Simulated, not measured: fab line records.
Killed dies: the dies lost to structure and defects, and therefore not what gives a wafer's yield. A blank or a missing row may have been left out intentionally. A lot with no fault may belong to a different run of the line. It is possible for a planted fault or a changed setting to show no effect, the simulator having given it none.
fab line records / flow sky130
record lots=12 wafers=36 last_day=50
route steps=708 shown POLY_GATE@228 METAL1@452 VIA1@478 METAL3@533 PAD_OPEN@708
lots that met no fault: from a run of the same line without faults
start_h: the number of hours between the record's first day and the start of the first shown wafer of the lot / wait_h: hours since the lot's step before / " unchanged from the row above / L1.1+2: a row that stands for several wafers / - no value, or no start was given / * or withheld: withheld / < > ~ a bound
route shown NAME@n: names a module that has steps shown in the file, with the first one's number in the route / usual: mean/standard deviation of fault-free wafers / same: alike in all rows / chamber/n: place in a boat / sites: per-site readings / _std_site: standard deviation across them / _edge_site: the outer-site mean with the inner-site mean subtracted / radius_mm: for every site, how far away it sits from the centre of the wafer / mask NAME#n: copy n / behind: the tool/chamber that last shaped the wafer / hold: why the lot was held/for how many hours/how that ended / device: names the non-switching transistor (n, p or np) / end of line: tests of these same wafers at the route's end / where a step has no rows: the recipe by itself / killed: dies that structure and defects cost at the first sort, which is not the same as the wafer's yield / map: a wafer's dies, marking killed ones x, the rest . and places with no die _
set.NAME: the run value of the setting; set.NAME@STEP: its run value at that earlier step / model.NAME: the simulator's own value behind a step, which no gauge read
route steps across a sampled set of lots; one table per step, one row per wafer
services: a tool's chamber out of use, with start hour (start_h, from the record's first day; less than 0 if before it), hours out, and reason
## steps
# step SKY_POLY_GATE_OVL_MEAS_14
# usual POLY_GATE_OVL=-1/6
lot.wafer=L347.1 tool=overlay-02 chamber=- start_h=360.40 wait_h=0.1 POLY_GATE_OVL[nm]=3
lot.wafer=L347.2 tool=overlay-02 chamber=- start_h=360.40 wait_h=0.1 POLY_GATE_OVL[nm]=5
lot.wafer=L347.3 tool=overlay-02 chamber=- start_h=360.40 wait_h=0.1 POLY_GATE_OVL[nm]=-1
lot.wafer=L348.1 tool=overlay-02 chamber=- start_h=376.53 wait_h=0.1 POLY_GATE_OVL[nm]=1
lot.wafer=L348.2 tool=overlay-02 chamber=- start_h=376.53 wait_h=0.1 POLY_GATE_OVL[nm]=1
lot.wafer=L348.6 tool=overlay-02 chamber=- start_h=376.53 wait_h=0.1 POLY_GATE_OVL[nm]=-5
lot.wafer=L351.2 tool=overlay-01 chamber=- start_h=399.26 wait_h=0.1 POLY_GATE_OVL[nm]=-5
lot.wafer=L351.4 tool=overlay-01 chamber=- start_h=399.26 wait_h=0.1 POLY_GATE_OVL[nm]=-6
lot.wafer=L351.6 tool=overlay-01 chamber=- start_h=399.26 wait_h=0.1 POLY_GATE_OVL[nm]=-6
lot.wafer=L353.1 tool=overlay-01 chamber=- start_h=423.56 wait_h=0.1 POLY_GATE_OVL[nm]=-4
lot.wafer=L353.2 tool=overlay-01 chamber=- start_h=423.56 wait_h=0.1 POLY_GATE_OVL[nm]=6
lot.wafer=L353.4 tool=overlay-01 chamber=- start_h=423.56 wait_h=0.1 POLY_GATE_OVL[nm]=1
lot.wafer=L357.1 tool=overlay-01 chamber=- start_h=461.58 wait_h=0.1 POLY_GATE_OVL[nm]=-8
lot.wafer=L357.4 tool=overlay-01 chamber=- start_h=461.58 wait_h=0.1 POLY_GATE_OVL[nm]=1
lot.wafer=L357.6 tool=overlay-01 chamber=- start_h=461.58 wait_h=0.1 POLY_GATE_OVL[nm]=-1
lot.wafer=L362.1 tool=overlay-02 chamber=- start_h=501.63 wait_h=0.1 POLY_GATE_OVL[nm]=-3
lot.wafer=L362.3 tool=overlay-02 chamber=- start_h=501.63 wait_h=0.1 POLY_GATE_OVL[nm]=-6
lot.wafer=L362.5 tool=overlay-02 chamber=- start_h=501.63 wait_h=0.1 POLY_GATE_OVL[nm]=-3
lot.wafer=L364.3 tool=overlay-02 chamber=- start_h=514.26 wait_h=0.1 POLY_GATE_OVL[nm]=17
lot.wafer=L364.5 tool=overlay-02 chamber=- start_h=514.26 wait_h=0.1 POLY_GATE_OVL[nm]=3
lot.wafer=L364.6 tool=overlay-02 chamber=- start_h=514.26 wait_h=0.1 POLY_GATE_OVL[nm]=13
lot.wafer=L365.1 tool=overlay-01 chamber=- start_h=541.20 wait_h=0.1 POLY_GATE_OVL[nm]=-1
lot.wafer=L365.5 tool=overlay-01 chamber=- start_h=541.20 wait_h=0.1 POLY_GATE_OVL[nm]=-1
lot.wafer=L365.6 tool=overlay-01 chamber=- start_h=541.20 wait_h=0.1 POLY_GATE_OVL[nm]=7
lot.wafer=L366.1 tool=overlay-02 chamber=- start_h=543.22 wait_h=0.1 POLY_GATE_OVL[nm]=-2
lot.wafer=L366.2 tool=overlay-02 chamber=- start_h=543.22 wait_h=0.1 POLY_GATE_OVL[nm]=-4
lot.wafer=L366.4 tool=overlay-02 chamber=- start_h=543.22 wait_h=0.1 POLY_GATE_OVL[nm]=6
lot.wafer=L368.2 tool=overlay-01 chamber=- start_h=551.60 wait_h=0.1 POLY_GATE_OVL[nm]=13
lot.wafer=L368.5 tool=overlay-01 chamber=- start_h=551.60 wait_h=0.1 POLY_GATE_OVL[nm]=2
lot.wafer=L368.6 tool=overlay-01 chamber=- start_h=551.60 wait_h=0.1 POLY_GATE_OVL[nm]=6
lot.wafer=L369.1 tool=overlay-01 chamber=- start_h=563.80 wait_h=0.1 POLY_GATE_OVL[nm]=1
lot.wafer=L369.2 tool=overlay-01 chamber=- start_h=563.80 wait_h=0.1 POLY_GATE_OVL[nm]=8
lot.wafer=L369.5 tool=overlay-01 chamber=- start_h=563.80 wait_h=0.1 POLY_GATE_OVL[nm]=3
lot.wafer=L370.2 tool=overlay-02 chamber=- start_h=566.66 wait_h=0.1 POLY_GATE_OVL[nm]=-11
lot.wafer=L370.3 tool=overlay-02 chamber=- start_h=566.66 wait_h=0.1 POLY_GATE_OVL[nm]=1
lot.wafer=L370.5 tool=overlay-02 chamber=- start_h=566.66 wait_h=0.1 POLY_GATE_OVL[nm]=-1
# step SKY_METAL1_ETCH_18
# recipe chemistry=N2/H2 target=BARC ion_energy_ev=200 bias_w=100 pressure_mtorr=30 n2_flow_sccm=100 h2_flow_sccm=200 icp_w=500 stop_on=SiO2 time_s=45.9 target_depth_a=600
# usual drypump_motor_current_A=5.8/0.53 oes_product_au=0.855/0.0045 run_length_s=74.1/0.52 throttle_valve_pct=13.225/0.0092
lot.wafer=L347.1 tool=rie_metal-04 chamber=1 start_h=754.24 wait_h=0.0 drypump_motor_current_A=5.3 oes_product_au=0.862 rf_hours_counter_h=4 run_length_s=73.5 throttle_valve_pct=13.224
lot.wafer=L347.2 tool=rie_metal-04 chamber=0 start_h=754.24 wait_h=0.0 drypump_motor_current_A=4.9 oes_product_au=0.849 rf_hours_counter_h=10 run_length_s=74.3 throttle_valve_pct=13.209
lot.wafer=L347.3 tool=rie_metal-04 chamber=1 start_h=754.24 wait_h=0.0 drypump_motor_current_A=5.3 oes_product_au=0.853 rf_hours_counter_h=- run_length_s=73.5 throttle_valve_pct=13.220
lot.wafer=L348.1 tool=rie_metal-03 chamber=0 start_h=766.59 wait_h=0.0 drypump_motor_current_A=6.1 oes_product_au=0.856 rf_hours_counter_h=2 run_length_s=74.5 throttle_valve_pct=13.223
lot.wafer=L348.2 tool=rie_metal-03 chamber=1 start_h=766.59 wait_h=0.0 drypump_motor_current_A=6.2 oes_product_au=0.843 rf_hours_counter_h=10 run_length_s=74.4 throttle_valve_pct=13.231
lot.wafer=L348.6 tool=rie_metal-03 chamber=0 start_h=766.59 wait_h=0.0 drypump_motor_current_A=6.1 oes_product_au=0.850 rf_hours_counter_h=- run_length_s=74.3 throttle_valve_pct=13.231
lot.wafer=L351.2 tool=rie_metal-03 chamber=0 start_h=807.04 wait_h=0.0 drypump_motor_current_A=6.1 oes_product_au=0.857 rf_hours_counter_h=4 run_length_s=74.7 throttle_valve_pct=13.227
lot.wafer=L351.4 tool=rie_metal-03 chamber=0 start_h=807.04 wait_h=0.0 drypump_motor_current_A=6.1 oes_product_au=0.846 rf_hours_counter_h=- run_length_s=74.1 throttle_valve_pct=13.223
lot.wafer=L351.6 tool=rie_metal-03 chamber=0 start_h=807.04 wait_h=0.0 drypump_motor_current_A=6.1 oes_product_au=0.864 rf_hours_counter_h=- run_length_s=74.2 throttle_valve_pct=13.213
lot.wafer=L353.1 tool=rie_metal-03 chamber=0 start_h=812.86 wait_h=0.0 drypump_motor_current_A=6.1 oes_product_au=0.838 rf_hours_counter_h=4 run_length_s=76.2 throttle_valve_pct=13.228
lot.wafer=L353.2 tool=rie_metal-03 chamber=1 start_h=812.86 wait_h=0.0 drypump_motor_current_A=6.1 oes_product_au=0.852 rf_hours_counter_h=12 run_length_s=74.9 throttle_valve_pct=13.220
lot.wafer=L353.4 tool=rie_metal-03 chamber=1 start_h=812.86 wait_h=0.0 drypump_motor_current_A=6.2 oes_product_au=0.864 rf_hours_counter_h=- run_length_s=74.4 throttle_valve_pct=13.217
lot.wafer=L357.1 tool=rie_metal-03 chamber=0 start_h=841.11 wait_h=0.0 drypump_motor_current_A=6.1 oes_product_au=0.835 rf_hours_counter_h=5 run_length_s=76.0 throttle_valve_pct=13.219
lot.wafer=L357.4 tool=rie_metal-03 chamber=0 start_h=841.11 wait_h=0.0 drypump_motor_current_A=6.1 oes_product_au=0.832 rf_hours_counter_h=- run_length_s=76.5 throttle_valve_pct=13.216
lot.wafer=L357.6 tool=rie_metal-03 chamber=0 start_h=841.11 wait_h=0.0 drypump_motor_current_A=6.1 oes_product_au=0.829 rf_hours_counter_h=- run_length_s=76.7 throttle_valve_pct=13.207
lot.wafer=L362.1 tool=rie_metal-04 chamber=1 start_h=874.79 wait_h=0.0 drypump_motor_current_A=5.3 oes_product_au=0.863 rf_hours_counter_h=9 run_length_s=73.3 throttle_valve_pct=13.228
lot.wafer=L362.3 tool=rie_metal-04 chamber=0 start_h=874.79 wait_h=0.0 drypump_motor_current_A=4.9 oes_product_au=0.854 rf_hours_counter_h=- run_length_s=74.4 throttle_valve_pct=13.219
lot.wafer=L362.5 tool=rie_metal-04 chamber=0 start_h=874.79 wait_h=0.0 drypump_motor_current_A=4.9 oes_product_au=0.855 rf_hours_counter_h=- run_length_s=74.6 throttle_valve_pct=13.217
lot.wafer=L364.3 tool=rie_metal-04 chamber=0 start_h=887.27 wait_h=0.0 drypump_motor_current_A=4.9 oes_product_au=0.848 rf_hours_counter_h=- run_length_s=74.3 throttle_valve_pct=13.222
lot.wafer=L364.5 tool=rie_metal-04 chamber=1 start_h=887.27 wait_h=0.0 drypump_motor_current_A=5.4 oes_product_au=0.860 rf_hours_counter_h=- run_length_s=73.4 throttle_valve_pct=13.234
lot.wafer=L364.6 tool=rie_metal-04 chamber=0 start_h=887.27 wait_h=0.0 drypump_motor_current_A=4.9 oes_product_au=0.862 rf_hours_counter_h=- run_length_s=74.2 throttle_valve_pct=13.235
lot.wafer=L365.1 tool=rie_metal-03 chamber=0 start_h=907.82 wait_h=0.0 drypump_motor_current_A=6.1 oes_product_au=0.859 rf_hours_counter_h=7 run_length_s=74.3 throttle_valve_pct=13.219
lot.wafer=L365.5 tool=rie_metal-03 chamber=1 start_h=907.82 wait_h=0.0 drypump_motor_current_A=6.2 oes_product_au=0.861 rf_hours_counter_h=- run_length_s=74.5 throttle_valve_pct=13.228
lot.wafer=L365.6 tool=rie_metal-03 chamber=0 start_h=907.82 wait_h=0.0 drypump_motor_current_A=6.1 oes_product_au=0.856 rf_hours_counter_h=- run_length_s=73.9 throttle_valve_pct=13.221
lot.wafer=L366.1 tool=rie_metal-04 chamber=0 start_h=911.77 wait_h=0.0 drypump_motor_current_A=4.9 oes_product_au=0.853 rf_hours_counter_h=16 run_length_s=74.2 throttle_valve_pct=13.224
lot.wafer=L366.2 tool=rie_metal-04 chamber=1 start_h=911.77 wait_h=0.0 drypump_motor_current_A=5.3 oes_product_au=0.851 rf_hours_counter_h=10 run_length_s=73.4 throttle_valve_pct=13.214
lot.wafer=L366.4 tool=rie_metal-04 chamber=1 start_h=911.77 wait_h=0.0 drypump_motor_current_A=5.4 oes_product_au=0.854 rf_hours_counter_h=- run_length_s=73.3 throttle_valve_pct=13.207
lot.wafer=L368.2 tool=rie_metal-01 chamber=0 start_h=919.12 wait_h=0.0 drypump_motor_current_A=6.4 oes_product_au=0.853 rf_hours_counter_h=13 run_length_s=73.3 throttle_valve_pct=13.212
lot.wafer=L368.5 tool=rie_metal-01 chamber=1 start_h=919.12 wait_h=0.0 drypump_motor_current_A=6.2 oes_product_au=0.852 rf_hours_counter_h=- run_length_s=74.6 throttle_valve_pct=13.232
lot.wafer=L368.6 tool=rie_metal-01 chamber=0 start_h=919.12 wait_h=0.0 drypump_motor_current_A=6.4 oes_product_au=0.853 rf_hours_counter_h=- run_length_s=73.2 throttle_valve_pct=13.227
lot.wafer=L369.1 tool=rie_metal-01 chamber=1 start_h=925.79 wait_h=0.0 drypump_motor_current_A=6.2 oes_product_au=0.865 rf_hours_counter_h=9 run_length_s=74.2 throttle_valve_pct=13.219
lot.wafer=L369.2 tool=rie_metal-01 chamber=0 start_h=925.79 wait_h=0.0 drypump_motor_current_A=6.4 oes_product_au=0.855 rf_hours_counter_h=13 run_length_s=73.3 throttle_valve_pct=13.228
lot.wafer=L369.5 tool=rie_metal-01 chamber=0 start_h=925.79 wait_h=0.0 drypump_motor_current_A=6.4 oes_product_au=0.860 rf_hours_counter_h=- run_length_s=73.5 throttle_valve_pct=13.217
lot.wafer=L370.2 tool=rie_metal-04 chamber=1 start_h=930.42 wait_h=0.1 drypump_motor_current_A=5.4 oes_product_au=0.854 rf_hours_counter_h=- run_length_s=73.6 throttle_valve_pct=13.229
lot.wafer=L370.3 tool=rie_metal-04 chamber=1 start_h=930.42 wait_h=0.1 drypump_motor_current_A=5.4 oes_product_au=0.855 rf_hours_counter_h=- run_length_s=73.4 throttle_valve_pct=13.227
lot.wafer=L370.5 tool=rie_metal-04 chamber=1 start_h=930.42 wait_h=0.1 drypump_motor_current_A=5.4 oes_product_au=0.850 rf_hours_counter_h=- run_length_s=73.3 throttle_valve_pct=13.220
# step SKY_VIA1_SPUTTER_20
# recipe material=TiN target_thk_nm=20 chamber_pressure_pa=5 power_w=4000 time_s=80
# usual throttle_valve_pct=29.9/0.81
lot.wafer=L347.1 tool=pvd_sputter-02 chamber=- start_h=783.32 wait_h=0.0 throttle_valve_pct=28.6
lot.wafer=L347.2 tool=pvd_sputter-02 chamber=- start_h=783.32 wait_h=0.0 throttle_valve_pct=29.2
lot.wafer=L347.3 tool=pvd_sputter-02 chamber=- start_h=783.32 wait_h=0.0 throttle_valve_pct=29.7
lot.wafer=L348.1 tool=pvd_sputter-01 chamber=- start_h=795.78 wait_h=0.0 throttle_valve_pct=30.1
lot.wafer=L348.2 tool=pvd_sputter-01 chamber=- start_h=795.78 wait_h=0.0 throttle_valve_pct=30.6
lot.wafer=L348.6 tool=pvd_sputter-01 chamber=- start_h=795.78 wait_h=0.0 throttle_valve_pct=30.2
lot.wafer=L351.2 tool=pvd_sputter-01 chamber=- start_h=835.44 wait_h=0.0 throttle_valve_pct=30.8
lot.wafer=L351.4 tool=pvd_sputter-01 chamber=- start_h=835.44 wait_h=0.0 throttle_valve_pct=30.5
lot.wafer=L351.6 tool=pvd_sputter-01 chamber=- start_h=835.44 wait_h=0.0 throttle_valve_pct=31.4
lot.wafer=L353.1 tool=pvd_sputter-03 chamber=- start_h=841.14 wait_h=0.0 throttle_valve_pct=29.3
lot.wafer=L353.2 tool=pvd_sputter-03 chamber=- start_h=841.14 wait_h=0.0 throttle_valve_pct=30.7
lot.wafer=L353.4 tool=pvd_sputter-03 chamber=- start_h=841.14 wait_h=0.0 throttle_valve_pct=28.9
lot.wafer=L357.1 tool=pvd_sputter-03 chamber=- start_h=869.22 wait_h=0.0 throttle_valve_pct=29.8
lot.wafer=L357.4 tool=pvd_sputter-03 chamber=- start_h=869.22 wait_h=0.0 throttle_valve_pct=29.0
lot.wafer=L357.6 tool=pvd_sputter-03 chamber=- start_h=869.22 wait_h=0.0 throttle_valve_pct=29.5
lot.wafer=L362.1 tool=pvd_sputter-03 chamber=- start_h=903.28 wait_h=0.0 throttle_valve_pct=28.6
lot.wafer=L362.3 tool=pvd_sputter-03 chamber=- start_h=903.28 wait_h=0.0 throttle_valve_pct=31.1
lot.wafer=L362.5 tool=pvd_sputter-03 chamber=- start_h=903.28 wait_h=0.0 throttle_valve_pct=29.5
lot.wafer=L364.3 tool=pvd_sputter-01 chamber=- start_h=914.28 wait_h=0.0 throttle_valve_pct=30.3
lot.wafer=L364.5 tool=pvd_sputter-01 chamber=- start_h=914.28 wait_h=0.0 throttle_valve_pct=30.0
lot.wafer=L364.6 tool=pvd_sputter-01 chamber=- start_h=914.28 wait_h=0.0 throttle_valve_pct=29.7
lot.wafer=L365.1 tool=pvd_sputter-02 chamber=- start_h=934.47 wait_h=0.0 throttle_valve_pct=29.2
lot.wafer=L365.5 tool=pvd_sputter-02 chamber=- start_h=934.47 wait_h=0.0 throttle_valve_pct=28.9
lot.wafer=L365.6 tool=pvd_sputter-02 chamber=- start_h=934.47 wait_h=0.0 throttle_valve_pct=29.7
lot.wafer=L366.1 tool=pvd_sputter-03 chamber=- start_h=938.75 wait_h=0.0 throttle_valve_pct=29.3
lot.wafer=L366.2 tool=pvd_sputter-03 chamber=- start_h=938.75 wait_h=0.0 throttle_valve_pct=29.4
lot.wafer=L366.4 tool=pvd_sputter-03 chamber=- start_h=938.75 wait_h=0.0 throttle_valve_pct=28.9
lot.wafer=L368.2 tool=pvd_sputter-02 chamber=- start_h=945.55 wait_h=0.0 throttle_valve_pct=31.4
lot.wafer=L368.5 tool=pvd_sputter-02 chamber=- start_h=945.55 wait_h=0.0 throttle_valve_pct=31.3
lot.wafer=L368.6 tool=pvd_sputter-02 chamber=- start_h=945.55 wait_h=0.0 throttle_valve_pct=28.6
lot.wafer=L369.1 tool=pvd_sputter-03 chamber=- start_h=951.37 wait_h=0.0 throttle_valve_pct=30.8
lot.wafer=L369.2 tool=pvd_sputter-03 chamber=- start_h=951.37 wait_h=0.0 throttle_valve_pct=29.3
lot.wafer=L369.5 tool=pvd_sputter-03 chamber=- start_h=951.37 wait_h=0.0 throttle_valve_pct=28.6
lot.wafer=L370.2 tool=pvd_sputter-01 chamber=- start_h=956.57 wait_h=0.0 throttle_valve_pct=30.3
lot.wafer=L370.3 tool=pvd_sputter-01 chamber=- start_h=956.57 wait_h=0.0 throttle_valve_pct=31.1
lot.wafer=L370.5 tool=pvd_sputter-01 chamber=- start_h=956.57 wait_h=0.0 throttle_valve_pct=29.8
# step SKY_METAL3_SPUTTER_01
# recipe material=TiN target_thk_nm=20 power_w=6500 time_s=16.7 chamber_pressure_pa=0.4
# usual throttle_valve_pct=30.3/0.99
lot.wafer=L347.1 tool=pvd_sputter-01 chamber=- start_h=839.80 wait_h=0.0 throttle_valve_pct=30.2
lot.wafer=L347.2 tool=pvd_sputter-01 chamber=- start_h=839.80 wait_h=0.0 throttle_valve_pct=30.1
lot.wafer=L347.3 tool=pvd_sputter-01 chamber=- start_h=839.80 wait_h=0.0 throttle_valve_pct=29.9
lot.wafer=L348.1 tool=pvd_sputter-01 chamber=- start_h=852.02 wait_h=0.0 throttle_valve_pct=29.9
lot.wafer=L348.2 tool=pvd_sputter-01 chamber=- start_h=852.02 wait_h=0.0 throttle_valve_pct=30.1
lot.wafer=L348.6 tool=pvd_sputter-01 chamber=- start_h=852.02 wait_h=0.0 throttle_valve_pct=31.1
lot.wafer=L351.2 tool=pvd_sputter-02 chamber=- start_h=891.59 wait_h=0.0 throttle_valve_pct=31.2
lot.wafer=L351.4 tool=pvd_sputter-02 chamber=- start_h=891.59 wait_h=0.0 throttle_valve_pct=28.7
lot.wafer=L351.6 tool=pvd_sputter-02 chamber=- start_h=891.59 wait_h=0.0 throttle_valve_pct=28.7
lot.wafer=L353.1 tool=pvd_sputter-02 chamber=- start_h=896.59 wait_h=0.0 throttle_valve_pct=29.0
lot.wafer=L353.2 tool=pvd_sputter-02 chamber=- start_h=896.59 wait_h=0.0 throttle_valve_pct=28.6
lot.wafer=L353.4 tool=pvd_sputter-02 chamber=- start_h=896.59 wait_h=0.0 throttle_valve_pct=29.6
lot.wafer=L357.1 tool=pvd_sputter-01 chamber=- start_h=924.10 wait_h=0.0 throttle_valve_pct=30.2
lot.wafer=L357.4 tool=pvd_sputter-01 chamber=- start_h=924.10 wait_h=0.0 throttle_valve_pct=30.9
lot.wafer=L357.6 tool=pvd_sputter-01 chamber=- start_h=924.10 wait_h=0.0 throttle_valve_pct=31.1
lot.wafer=L362.1 tool=pvd_sputter-04 chamber=- start_h=954.83 wait_h=0.0 throttle_valve_pct=31.3
lot.wafer=L362.3 tool=pvd_sputter-04 chamber=- start_h=954.83 wait_h=0.0 throttle_valve_pct=30.1
lot.wafer=L362.5 tool=pvd_sputter-04 chamber=- start_h=954.83 wait_h=0.0 throttle_valve_pct=31.3
lot.wafer=L364.3 tool=pvd_sputter-01 chamber=- start_h=967.99 wait_h=0.0 throttle_valve_pct=29.5
lot.wafer=L364.5 tool=pvd_sputter-01 chamber=- start_h=967.99 wait_h=0.0 throttle_valve_pct=29.8
lot.wafer=L364.6 tool=pvd_sputter-01 chamber=- start_h=967.99 wait_h=0.0 throttle_valve_pct=31.0
lot.wafer=L365.1 tool=pvd_sputter-01 chamber=- start_h=985.96 wait_h=0.0 throttle_valve_pct=31.3
lot.wafer=L365.5 tool=pvd_sputter-01 chamber=- start_h=985.96 wait_h=0.0 throttle_valve_pct=30.9
lot.wafer=L365.6 tool=pvd_sputter-01 chamber=- start_h=985.96 wait_h=0.0 throttle_valve_pct=29.8
lot.wafer=L366.1 tool=pvd_sputter-01 chamber=- start_h=990.15 wait_h=0.0 throttle_valve_pct=29.8
lot.wafer=L366.2 tool=pvd_sputter-01 chamber=- start_h=990.15 wait_h=0.0 throttle_valve_pct=30.2
lot.wafer=L366.4 tool=pvd_sputter-01 chamber=- start_h=990.15 wait_h=0.0 throttle_valve_pct=30.4
lot.wafer=L368.2 tool=pvd_sputter-01 chamber=- start_h=996.66 wait_h=0.0 throttle_valve_pct=30.7
lot.wafer=L368.5 tool=pvd_sputter-01 chamber=- start_h=996.66 wait_h=0.0 throttle_valve_pct=30.2
lot.wafer=L368.6 tool=pvd_sputter-01 chamber=- start_h=996.66 wait_h=0.0 throttle_valve_pct=30.3
lot.wafer=L369.1 tool=pvd_sputter-01 chamber=- start_h=1001.43 wait_h=0.0 throttle_valve_pct=30.2
lot.wafer=L369.2 tool=pvd_sputter-01 chamber=- start_h=1001.43 wait_h=0.0 throttle_valve_pct=30.9
lot.wafer=L369.5 tool=pvd_sputter-01 chamber=- start_h=1001.43 wait_h=0.0 throttle_valve_pct=30.4
lot.wafer=L370.2 tool=pvd_sputter-04 chamber=- start_h=1006.77 wait_h=0.0 throttle_valve_pct=31.3
lot.wafer=L370.3 tool=pvd_sputter-04 chamber=- start_h=1006.77 wait_h=0.0 throttle_valve_pct=28.8
lot.wafer=L370.5 tool=pvd_sputter-04 chamber=- start_h=1006.77 wait_h=0.0 throttle_valve_pct=32.4
# step SKY_PAD_OPEN_PROBE_99
# usual defect_limited_yield=82.7/2.1 killed_at_M0_to_M3=43/7.2 killed_at_M4_up=3.3/1.8 killed_at_contacts=23/5.5 killed_at_front_end=16/5.1 killed_at_other=0.4/0.65 killed_dies=85/10 killed_open=46/7.1 killed_short=38/7.2 sort_bin_3_pad_short=0.9/0.41 sort_bin_5_function=10.2/1.5 sort_bin_6_memory=6.2/1.1 sort_n_pass=407/10 sort_yield_pct=82.7/2.1
# same gross_dies=492 killed_at_back_side=0 sort_bin_4_leakage[%]=0 sort_bin_8_speed[%]=0
lot.wafer=L362.1 tool=prober-02 chamber=- start_h=1157.43 wait_h=0.1 defect_limited_yield[%]=82.5 killed_at_M0_to_M3=42 killed_at_M4_up=4 killed_at_contacts=25 killed_at_front_end=15 killed_at_other=0 killed_dies=86 killed_open=49 killed_short=36 sort_bin_3_pad_short[%]=1.0 sort_bin_5_function[%]=10.4 sort_bin_6_memory[%]=6.1 sort_n_pass=406 sort_yield_pct[%]=82.5
lot.wafer=L362.3 tool=prober-02 chamber=- start_h=1157.53 wait_h=0.2 defect_limited_yield[%]=81.3 killed_at_M0_to_M3=52 killed_at_M4_up=3 killed_at_contacts=20 killed_at_front_end=17 killed_at_other=0 killed_dies=92 killed_open=48 killed_short=42 sort_bin_3_pad_short[%]=0.8 sort_bin_5_function[%]=11.2 sort_bin_6_memory[%]=6.7 sort_n_pass=400 sort_yield_pct[%]=81.3
lot.wafer=L362.5 tool=prober-02 chamber=- start_h=1157.63 wait_h=0.2 defect_limited_yield[%]=83.5 killed_at_M0_to_M3=29 killed_at_M4_up=3 killed_at_contacts=40 killed_at_front_end=7 killed_at_other=2 killed_dies=81 killed_open=47 killed_short=34 sort_bin_3_pad_short[%]=0.6 sort_bin_5_function[%]=10.0 sort_bin_6_memory[%]=5.9 sort_n_pass=411 sort_yield_pct[%]=83.5
# killed by level:class
L362.1 VIA1:geometric_particle:open=14 CONTACT:geometric_particle:open=10 METAL2:geometric_particle:short=6 LOCAL_INTERCONNECT:geometric_particle:short=5 LI_CONTACT:geometric_particle:open=5 VIA2:geometric_particle:open=5 FIELD_ISO:geometric_particle:open=4 METAL1:geometric_particle:short=4
L362.3 VIA1:geometric_particle:open=18 CONTACT:geometric_particle:open=7 VIA3:geometric_particle:open=7 LI_CONTACT:geometric_particle:open=5 CONTACT:geometric_particle:short=5 METAL1:geometric_particle:short=5 VIA1:geometric_particle:short=5 METAL3:geometric_particle:short=5
L362.5 CONTACT:geometric_particle:open=14 LI_CONTACT:geometric_particle:open=10 CONTACT:geometric_particle:short=7 LI_CONTACT:geometric_particle:short=6 METAL1:geometric_particle:short=6 VIA1:geometric_particle:open=6 VIA3:geometric_particle:open=5 VIA2:geometric_particle:open=4
## services
tool=rie_metal-03 chamber=1 start_h=778.97 hours=1.2 kind=repair
tool=pvd_sputter-02 chamber=- start_h=802.27 hours=2.4 kind=repair
tool=rie_metal-04 chamber=- start_h=832.26 hours=0.5 kind=repair
tool=pvd_sputter-01 chamber=- start_h=844.08 hours=1.8 kind=repair
tool=pvd_sputter-03 chamber=- start_h=845.99 hours=1.8 kind=repair
tool=pvd_sputter-04 chamber=- start_h=849.94 hours=0.6 kind=repair
tool=pvd_sputter-03 chamber=- start_h=860.65 hours=6.5 kind=repair
tool=rie_metal-03 chamber=0 start_h=871.79 hours=5.1 kind=repair
tool=pvd_sputter-02 chamber=- start_h=874.80 hours=1.0 kind=repair
tool=rie_metal-03 chamber=- start_h=913.56 hours=28.1 kind=pm
tool=pvd_sputter-03 chamber=- start_h=915.60 hours=8.7 kind=repair
tool=rie_metal-04 chamber=0 start_h=917.64 hours=- kind=clean
tool=rie_metal-04 chamber=0 start_h=917.64 hours=19.2 kind=scheduled_down
tool=rie_metal-04 chamber=0 start_h=917.64 hours=19.2 kind=vent_cycle
tool=pvd_sputter-01 chamber=- start_h=937.51 hours=8.1 kind=repair
tool=rie_metal-03 chamber=- start_h=949.76 hours=1.4 kind=pm
tool=pvd_sputter-02 chamber=- start_h=951.32 hours=1.3 kind=repair
tool=rie_metal-04 chamber=1 start_h=962.81 hours=13.1 kind=repair
tool=rie_metal-01 chamber=- start_h=974.44 hours=0.9 kind=repair
tool=pvd_sputter-02 chamber=- start_h=977.32 hours=1.8 kind=repair
tool=pvd_sputter-04 chamber=- start_h=977.48 hours=24.5 kind=repair
tool=pvd_sputter-02 chamber=- start_h=984.78 hours=7.2 kind=repair
tool=rie_metal-04 chamber=- start_h=997.15 hours=2.8 kind=pm
## key
first_sign step=SKY_METAL1_ETCH_18 reading=oes_product_au direction=down sigmas=4.8 usual=0.855 struck=0.834
effect step=SKY_METAL1_ETCH_18 reading=run_length_s direction=up sigmas=4.3 usual=* struck=*
met_at SKY_METAL1_ETCH_18
struck_lots L353,L357
struck_wafers L353.1,L357.1,L357.4,L357.6
not_acting_at SKY_POLY_GATE_OVL_MEAS_14,SKY_VIA1_SPUTTER_20,SKY_METAL3_SPUTTER_01
onset_between 807.04 812.86
fault kind=process_parameter_drift tool=rie_metal-03 chamber=0 onset_h=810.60 steps=SKY_METAL1_ETCH_18 channel=time_s offset=* shape=step end_h=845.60 acts_in=* stated=*
